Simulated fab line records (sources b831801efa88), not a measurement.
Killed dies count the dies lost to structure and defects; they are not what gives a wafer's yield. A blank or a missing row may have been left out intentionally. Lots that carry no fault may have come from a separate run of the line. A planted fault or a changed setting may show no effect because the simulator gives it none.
Which of the tools did it? | flow gf180mcu | 36 wafers from 12 lots sampled at 5 of the route's 602 steps

WHAT THE GAUGES READ, wafer by wafer
GF_V1_THK_MEAS_01.
lot  | measured     | on           | V1_CVD_00_THK (nm)
L782 | day 17 03:29 | filmMetro-01 | 598 602 593
L783 | day 18 04:44 | filmMetro-01 | 594 597 592
L784 | day 18 08:49 | filmMetro-02 | 593 599 612
L788 | day 19 04:51 | filmMetro-04 | 597 594 594
L789 | day 20 02:24 | filmMetro-02 | 592 594 599
L791 | day 20 07:35 | filmMetro-02 | 597 601 591
L792 | day 20 13:08 | filmMetro-02 | 598 601 599
L793 | day 20 22:19 | filmMetro-02 | 604 603 604
L796 | day 22 05:01 | filmMetro-04 | 600 590 605
L803 | day 24 18:28 | filmMetro-01 | 598 605 591
L804 | day 24 19:30 | filmMetro-02 | 602 597 600
L805 | day 25 03:36 | filmMetro-04 | 610 599 604

GF_V5_CD_MEAS_14 targets a cd of 260 nm.
lot  | measured     | on       | cdNm (nm)
L782 | day 27 05:09 | cdSem-02 | 258.9 259.2 258.3
L783 | day 28 04:16 | cdSem-01 | 259.7 259.8 259.9
L784 | day 28 07:30 | cdSem-02 | 261.4 259.8 260.5
L788 | day 28 23:22 | cdSem-02 | 260.8 259.4 260.7
L789 | day 29 18:07 | cdSem-02 | 260.0 259.2 259.7
L791 | day 29 22:04 | cdSem-01 | 262.4 260.3 261.6
L792 | day 30 00:08 | cdSem-01 | 260.4 261.5 260.2
L793 | day 30 07:08 | cdSem-02 | 261.6 260.2 260.9
L796 | day 31 07:31 | cdSem-01 | 259.8 260.4 260.4
L803 | day 33 06:25 | cdSem-02 | 258.8 259.1 258.0
L804 | day 33 07:23 | cdSem-02 | 260.1 260.4 259.8
L805 | day 33 11:46 | cdSem-02 | 258.5 259.6 259.8

WHAT TOOL EACH LOT RAN ON (gives the tool, then ch and the chambers of the sampled wafers, and finally the start)
lot  | GF_MIM_SPUTTER_04           | GF_MIM_COAT_14                   | GF_MIM_STRIP_20
L782 | pvdSputter-01, day 24 10:41 | lithoTrack-02 ch 0, day 24 21:27 | plasmaAsher-01 ch 0,1, day 25 08:58
L783 | pvdSputter-02, day 25 11:53 | lithoTrack-04 ch 0, day 25 22:46 | plasmaAsher-01 ch 0,1, day 26 09:46
L784 | pvdSputter-02, day 25 14:44 | lithoTrack-01 ch 0, day 26 01:20 | plasmaAsher-02 ch 0,1, day 26 12:14
L788 | pvdSputter-01, day 26 08:34 | lithoTrack-04 ch 0, day 26 19:42 | plasmaAsher-02 ch 1, day 27 05:51
L789 | pvdSputter-02, day 27 04:09 | lithoTrack-04 ch 0, day 27 14:04 | plasmaAsher-04 ch 0,1, day 28 00:31
L791 | pvdSputter-01, day 27 08:43 | lithoTrack-04 ch 0, day 27 19:07 | plasmaAsher-04 ch 0,1, day 28 05:22
L792 | pvdSputter-01, day 27 12:07 | lithoTrack-04 ch 0, day 27 22:24 | plasmaAsher-04 ch 0,1, day 28 08:18
L793 | pvdSputter-01, day 27 18:25 | lithoTrack-01 ch 0, day 28 04:35 | plasmaAsher-01 ch 0,1, day 28 14:40
L796 | pvdSputter-01, day 28 21:49 | lithoTrack-02 ch 0, day 29 07:19 | plasmaAsher-01 ch 0, day 29 17:06
L803 | pvdSputter-02, day 31 02:38 | lithoTrack-02 ch 0, day 31 11:22 | plasmaAsher-04 ch 0,1, day 31 19:59
L804 | pvdSputter-04, day 31 02:55 | lithoTrack-01 ch 0, day 31 11:56 | plasmaAsher-02 ch 0,1, day 31 20:36
L805 | pvdSputter-04, day 31 08:50 | lithoTrack-02 ch 0, day 31 17:23 | plasmaAsher-02 ch 1, day 32 01:38
- GF_MIM_SPUTTER_04: material TiN, target thk 50 nm, time 41.7 s.
- GF_MIM_COAT_14: resist thk 1000 nm.
- GF_MIM_STRIP_20: strips in O2/N2.

WHAT THE TOOLS THEMSELVES READ (means of the sampled wafers that have a number; where no wafer has one, the mark that the record gives instead)
GF_MIM_SPUTTER_04.
lot  | tool          | throttleValvePct (%)
L782 | pvdSputter-01 | 28.3
L783 | pvdSputter-02 | 29.6
L784 | pvdSputter-02 | 29.6
L788 | pvdSputter-01 | 29.2
L789 | pvdSputter-02 | 29.5
L791 | pvdSputter-01 | 28.5
L792 | pvdSputter-01 | 29.7
L793 | pvdSputter-01 | 28.5
L796 | pvdSputter-01 | 29.9
L803 | pvdSputter-02 | 28.6
L804 | pvdSputter-04 | 30.2
L805 | pvdSputter-04 | 30.5

GF_MIM_COAT_14.
lot  | tool          | spinSpeedRpm (rpm)
L782 | lithoTrack-02 | 3002.6
L783 | lithoTrack-04 | 2999.7
L784 | lithoTrack-01 | 2999.7
L788 | lithoTrack-04 | 3000.2
L789 | lithoTrack-04 | 3001.2
L791 | lithoTrack-04 | 3774.2
L792 | lithoTrack-04 | 3776.0
L793 | lithoTrack-01 | 2999.1
L796 | lithoTrack-02 | 3001.0
L803 | lithoTrack-02 | 2998.9
L804 | lithoTrack-01 | 3000.5
L805 | lithoTrack-02 | 2998.5

GF_MIM_STRIP_20.
lot  | tool           | drypumpMotorCurrentA (A) | heaterPowerW (W) | oesProductAu (a.u.) | stripTimeToEndpointS (s)
L782 | plasmaAsher-01 | 5.51                     | 353              | 0.690               | 11.22
L783 | plasmaAsher-01 | 5.29                     | 338              | 0.693               | 11.18
L784 | plasmaAsher-02 | 5.43                     | 333              | 0.690               | 11.24
L788 | plasmaAsher-02 | 5.43                     | 291              | 0.693               | 11.22
L789 | plasmaAsher-04 | 5.65                     | 359              | 0.696               | 11.23
L791 | plasmaAsher-04 | 5.68                     | 358              | 0.641               | 9.97
L792 | plasmaAsher-04 | 5.58                     | 345              | 0.637               | 9.88
L793 | plasmaAsher-01 | 5.29                     | 335              | 0.688               | 11.30
L796 | plasmaAsher-01 | 5.72                     | 371              | 0.693               | 11.17
L803 | plasmaAsher-04 | 5.68                     | 361              | 0.689               | 11.15
L804 | plasmaAsher-02 | 5.42                     | 310              | 0.697               | 11.25
L805 | plasmaAsher-02 | 5.41                     | 290              | 0.693               | 11.29

THE ANSWER, worked out from the rows above alone
Rule: the usual values come from the lots themselves. The widest of any qualifying gaps counts: lots, ordered by their means at a reading, are off when they make up no more than a third of the lots, leave a main group of 4 or more, and stand apart from it by 3 or more times the standard deviation of that group's means. If all means in a main group match to the digits the tables above print for the reading, that group is not used. Also off: a lot with no number at a reading for which 4 or more lots have one. All remaining lots with rows at the step are treated as sound. After the gauges, taken in route order, come the tools' own readings; for these a lot's mean is taken, as printed above. The first step at which some lot is off is used, and at that step the reading that is off furthest; a lot without a number counts as furthest.
Off: L791, L792 (GF_MIM_COAT_14, spinSpeedRpm). The main group has a mean of 3000.1 rpm with a standard deviation of 1.2.
If a tool, at that step or one of the process steps before it, ran each lot that is off and ran no sound lot following the first of them, it fits. One fits: lithoTrack-04 at GF_MIM_COAT_14. A fault onset in the window from L789 (day 27 14:04, its last sound lot) to L791 (day 27 19:07, its first lot off) fits.
On the lots that are off, the tool's own readings at GF_MIM_COAT_14 differ by more than 5 times the standard deviation of the sound lots' means, which bears it out; spinSpeedRpm reads 3775.1 rpm there versus 3000.1 rpm on the sound lots.

WHAT THE SIMULATOR PUT IN
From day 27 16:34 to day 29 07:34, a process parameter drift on lithoTrack-04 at GF_MIM_COAT_14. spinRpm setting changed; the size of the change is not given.
Shown lots that were struck: L791, L792. The rule given above showed the same thing.
